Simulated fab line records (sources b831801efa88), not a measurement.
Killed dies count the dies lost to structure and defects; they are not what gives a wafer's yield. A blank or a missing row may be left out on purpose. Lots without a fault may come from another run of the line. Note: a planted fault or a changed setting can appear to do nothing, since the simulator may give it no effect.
Problem report in the 8D (eight disciplines) form, filled by code | flow gf180mcu | the parts of the form that need people (team, actions taken, sign-off) are left out

== 1. WHAT WENT WRONG ==
bias w at GF_V1_ETCH_16 reads a mean of 103.7 W on 2 wafers of 2 lots; wafers without a fault read 100.0 W with a standard deviation of 0.31. Measured from the usual mean, that is +12 standard deviations.
The step: etches BARC in N2/H2.
First seen on wafer L558.2, day 22 17:23, on rie diel-01. At this step, 36 wafers from 12 lots have a number in the record. Rule for "out" (also "out of limits"): further than 4 standard deviations from the usual mean. All remaining wafers that have a number are taken as sound.

== 2. WHAT IT IS; WHAT IT IS NOT ==
question                    | is                | is not
which readings at this step | bias w            | drypump motor current A, oes product au, throttle valve pct
which lots                  | L558, L559        | L545, L548, L550, L551, L553, L554, L562, L563, L565, L568
which wafers of those lots  | L558.2, L559.6    | L558.4, L558.6, L559.2, L559.3
read on which tools         | rie diel-01       | rie diel-02, rie diel-03
when                        | from day 22 17:23 | up to then (20 sound wafers); but 14 sound wafers of L559, L562, L563, L565, L568 came after

== 3. SUSPECTS, AND WHAT RULES EACH OUT ==
Counting: any tool at a process step up to the reading remains a suspect provided it ran every lot that is out. Sound lots after the first of them don't rule it out here, since some wafers of a struck lot are sound.
- rie diel-01 at GF_V1_ETCH_16 (etches BARC in N2/H2): kept. It processed each lot that is out (first: L558, day 22 17:23); up to then, its last sound lot is L551 (day 20 09:02). Its own bias w readings are out on those wafers.
- rie diel-01, GF_V1_ETCH_16: wafers that are out in chamber 3, sound lot-mates in chambers 0, 1, 2.
After counting, what remains is rie diel-01 at GF_V1_ETCH_16.

== 4. THE CAUSE (what the simulator had put in) ==
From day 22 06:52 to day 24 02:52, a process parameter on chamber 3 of rie diel-01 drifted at GF_V1_ETCH_16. Setting bias w, moved by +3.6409, from 100. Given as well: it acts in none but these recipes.
Only this tool survived the counting.

== 5. SEQUENCE OF EFFECTS, ordered by route ==
Each row: a reading where the mean over the struck wafers with a number is more than 3 standard deviations away from the usual. Only readings whose record carries a usual standard deviation are examined. hours: median over the lots of the time between each lot's start at the first step of this table that gives one and its start at this step. sigmas: the change, counted in usual standard deviations.
hours | step                    | reading         | usual   | on struck wafers | change | sigmas
0     | GF_V1_ETCH_16           | bias w          | 100.0 W | 103.7            | +3.7   | +12
230   | GF_PASSIVATION_PROBE_99 | killed at other | 0.0     | 1.0              | +1.0   | +4.5
Here are the process steps it includes:
- GF_V1_ETCH_16: etches BARC in N2/H2.
- GF_PASSIVATION_PROBE_99

== 6. WHAT WOULD HAVE CAUGHT IT SOONER ==
First out-of-limits reading in this record: day 22 17:23, which is 11 hours after fault onset at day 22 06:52.
